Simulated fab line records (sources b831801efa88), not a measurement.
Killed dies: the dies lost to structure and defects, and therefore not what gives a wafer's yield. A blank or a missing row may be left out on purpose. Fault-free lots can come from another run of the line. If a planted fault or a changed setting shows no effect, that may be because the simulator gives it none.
Split-lot trial | flow sfqLine | 23 wafers read from 5 lots, route of 325 steps

## ON THE SPLIT
At SFQ_TRILAYER_R5_LITHO_PEB_139 (peb time 60 s), the setting pebTimeS was moved away from the recipe's 60 s on 4 of the 23 wafers read, by -12.1% to -9.1%. For the rest of the wafers, this setting stayed at what the recipe calls for.

## THE PATH FROM SPLIT TO READING: the file shows 1 step between them
- SFQ_TRILAYER_R5_LITHO_DEVELOP_138: time 60 s

## THE READING
R5.cdNm (the simulator's own value, which no gauge read), in nm, at SFQ_TRILAYER_R5_BARC_OPEN_METAL_ETCH_177 (etches BARC in O2, target depth 125 nm, time 41.7 s). The file does not state a usual value for it. Here, 19 wafers ran the recipe; their average is 501.0 nm with a standard deviation of 1.2 nm.

wafer  | tool, chamber at the split | pebTimeS as run, s | against the recipe | R5.cdNm, nm | against lot-mates on the recipe
L074.1 | lithoTrack-02, 0           | 60                 | recipe             | 500.1       | -
L074.4 | lithoTrack-02, 0           | 60                 | recipe             | 501.1       | -
L074.6 | lithoTrack-02, 0           | 60                 | recipe             | 499.3       | -
L077.1 | lithoTrack-02, 0           | 60                 | recipe             | 501.1       | -
L077.2 | lithoTrack-02, 0           | 60                 | recipe             | 499.6       | -
L077.5 | lithoTrack-02, 0           | 60                 | recipe             | 499.6       | -
L077.4 | lithoTrack-02, 0           | 60                 | recipe             | 498.4       | -
L077.6 | lithoTrack-02, 0           | 60                 | recipe             | 499.9       | -
L080.1 | lithoTrack-01, 0           | 52.75              | -12.1%             | 520.3       | +18.5
L080.2 | lithoTrack-01, 0           | 52.75              | -12.1%             | 521.6       | +19.8
L080.3 | lithoTrack-01, 0           | 60                 | recipe             | 502.2       | -
L080.5 | lithoTrack-01, 0           | 60                 | recipe             | 501.9       | -
L080.6 | lithoTrack-01, 0           | 60                 | recipe             | 501.4       | -
L081.2 | lithoTrack-02, 0           | 60                 | recipe             | 501.4       | -
L081.3 | lithoTrack-02, 0           | 60                 | recipe             | 500.9       | -
L081.5 | lithoTrack-02, 0           | 60                 | recipe             | 500.9       | -
L081.6 | lithoTrack-02, 0           | 60                 | recipe             | 500.9       | -
L081.4 | lithoTrack-02, 0           | 60                 | recipe             | 501.1       | -
L083.1 | lithoTrack-02, 0           | 54.56              | -9.1%              | 515.9       | +13.0
L083.4 | lithoTrack-02, 0           | 54.56              | -9.1%              | 515.9       | +13.0
L083.2 | lithoTrack-02, 0           | 60                 | recipe             | 503.2       | -
L083.3 | lithoTrack-02, 0           | 60                 | recipe             | 503         | -
L083.6 | lithoTrack-02, 0           | 60                 | recipe             | 502.5       | -

FIT RESULTS
A straight line over all 23 wafers: R5.cdNm changes by -1.65 nm for each +1% of pebTimeS; r = -0.99; the points scatter about the line by 1.2 nm.
The same after taking each lot's own level away (the mean of its wafers on the recipe; 23 wafers): -1.53 nm for each +1%; r = -0.99; scatter 0.66 nm.
Per that fit: largest pebTimeS move, reading shift of 18 nm.
Across the lots, their own levels run from 499.72 to 502.90 nm, a range of 2.6 times the standard deviation given above.
The two slopes are in agreement: the lot-to-lot level therefore moves the slope only a little.
Check: for one of the wafers moved furthest among these (-12.1%), held out of the fit, the line's prediction against its lot-mates is +18.5 nm. It came out at +18.5 nm against them.

## OTHER SPLITS ON THESE WAFERS
Note: prior to the reading, these wafers also went through further splits. Each is held against what the fit with the lots' levels taken away leaves over:
other split on the same wafers             | wafers away from the commonest value | r with R5.cdNm (lot level and that fit taken away)
SFQ_TRILAYER_JJ_CE_LITHO_EXPOSE_115 doseMj | 8                                    | -0.14
SFQ_TRILAYER_M5_LITHO_COAT_123 spinRpm     | 6                                    | -0.27

## THE FILE'S OWN FIT
R5.cdNm changes by -1.53 nm for each +1% of pebTimeS, r = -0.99.
